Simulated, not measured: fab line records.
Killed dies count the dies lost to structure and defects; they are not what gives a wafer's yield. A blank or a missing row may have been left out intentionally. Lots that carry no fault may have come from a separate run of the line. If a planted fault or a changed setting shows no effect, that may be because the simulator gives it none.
The same fault as seen by 2 desks | flow sky130 | each desk holds nothing but its own numbers, with what lay behind them at the end

## AT THE TOOL OWNER'S DESK: implanter-03
For each lot that ran on this tool, the mean over its sampled wafers that have a number, from the tool's own readings at SKY_LDD_N_IMPLANT_09. Marked OUT: a lot whose mean sits more than 4 standard deviations from the usual mean, which makes it out of limits; the brackets give that distance.
Columns: A = beam energy keV at SKY_LDD_N_IMPLANT_09, usual 19.999; B = beam on s at SKY_LDD_N_IMPLANT_09, usual 10.00 s; C = dose ions cm2 at SKY_LDD_N_IMPLANT_09, usual 7.5e+13; D = faraday current uA at SKY_LDD_N_IMPLANT_09, usual 423
lot  | first seen here | A                        | B                | C       | D
L151 | day 19 23:55    | 19.994                   | 9.98             | 7.5e+13 | 424
L152 | day 20 08:25    | 19.996                   | 9.96             | 7.5e+13 | 426
L155 | day 22 00:46    | 19.992                   | 9.89             | 7.5e+13 | 427
L159 | day 22 20:46    | 16.984 (-99 or more) OUT | 11.77 (+8.9) OUT | 7.5e+13 | 359 (-7.7) OUT
L161 | day 23 21:02    | 16.959 (-99 or more) OUT | 11.78 (+8.9) OUT | 7.5e+13 | 359 (-7.8) OUT
Finding of this desk: L159, L161 out of limits; the first was L159 at day 22 20:46, on beam energy keV at SKY_LDD_N_IMPLANT_09. In limits: L151, L152, L155.

## FROM THE METROLOGY DESK
Lot by lot, what the gauges showed, no matter which tool ran the lot: averages of those sampled wafers that carry a number. Marked OUT: a lot whose mean sits more than 4 standard deviations from the usual mean, which makes it out of limits; the brackets give that distance.
Columns: A = GATE_OXIDE_OXIDATION_00_THK at SKY_GATE_OXIDE_THK_MEAS_02, usual 10.37 nm; B = LDD_HVN_OVL at SKY_LDD_HVN_OVL_MEAS_07, usual 0.4 nm
lot  | first seen here | A     | B
L145 | day 12 19:18    | 10.21 | -1.2
L146 | day 13 02:56    | 10.49 | -0.3
L147 | day 13 16:26    | 10.22 | 0.0
L148 | day 14 00:11    | 9.98  | 0.1
L151 | day 14 16:02    | 10.64 | 0.3
L152 | day 14 23:47    | 10.66 | 2.9
L155 | day 16 12:48    | 10.33 | 0.1
L156 | day 16 21:02    | 10.77 | 0.6
L159 | day 17 08:05    | 10.43 | -0.6
L161 | day 18 13:01    | 10.15 | -0.3
L162 | day 18 13:01    | 10.27 | 2.1
L167 | day 19 20:08    | 10.43 | 2.5
L168 | day 20 05:55    | 10.33 | -1.0
Finding of this desk: none of the 13 lots has anything out of limits.

## TAKEN TOGETHER
At day 22 20:46, on L159, L161, the tool owner's desk was in a position to raise an alarm.
The metrology desk saw nothing out of limits.
The metrology desk has L159, L161 on record, within its limits.
Of the lots named, all ran SKY_LDD_N_IMPLANT_09 on implanter-03.

## WHAT THE SIMULATOR HAD INSERTED
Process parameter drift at SKY_LDD_N_IMPLANT_09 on implanter-03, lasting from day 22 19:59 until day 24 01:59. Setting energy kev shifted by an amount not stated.
Shown lots that were struck: L159, L161.
How many hours passed from the start of the fault until each desk's first out-of-limits reading: the tool owner's desk, 1.
